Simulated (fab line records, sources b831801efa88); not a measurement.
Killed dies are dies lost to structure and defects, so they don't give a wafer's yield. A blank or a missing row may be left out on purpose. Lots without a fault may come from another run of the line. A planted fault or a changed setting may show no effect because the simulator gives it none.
Chamber matching | flow sky130 | SKY_VIA4_CMP_21 on cmp-01: 4 sister chambers
The step polishes, stops on SiO2, t overpolish 25 s, target thk 0 nm. 4 wafers are shown with their chamber, then 7 later ones without.

WAFERS WITH THEIR CHAMBER
wafer  | chamber | motor_current_A (A)
L534.5 | 2       | 11.6
L534.6 | 3       | 10.3
L537.2 | 1       | 12.1
L537.4 | 0       | 13.8

WAFERS WITHOUT THEIR CHAMBER
wafer  | motor_current_A (A)
L537.5 | 10.9
L538.1 | 11.5
L538.2 | 10.3
L538.5 | 11.1
L539.3 | 12.6
L539.5 | 12.6
L539.6 | 13.0

WHICH CHAMBER EACH WENT THROUGH
wafer  | from the rows above          | in truth
L537.5 | can't be placed: 3 or 2 or 1 | 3
L538.1 | can't be placed: 2 or 1      | 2
L538.2 | 3                            | 3
L538.5 | can't be placed: 2 or 3 or 1 | 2
L539.3 | can't be placed: 1 or 2 or 0 | 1
L539.5 | can't be placed: 1 or 2 or 0 | 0
L539.6 | can't be placed: 0 or 1 or 2 | 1
Placed correctly: 1 of 7. Can't be placed from these rows: 6 (the true chamber is among the candidates in 6). Placed wrongly: 0.
How it was worked out, from the rows above alone: a wafer's distance from a chamber is the root of the sum, over the readings, of the square of ((its reading less the chamber's mean) divided by the reading's scatter). The wafer belongs to the nearest chamber; if the next one is less than 2 further off, it can't be placed. A chamber's mean is the mean of its shown wafers. The scatter: with one shown wafer a chamber, the root of the mean of the squares of how far each hidden wafer lies from its nearest shown one.
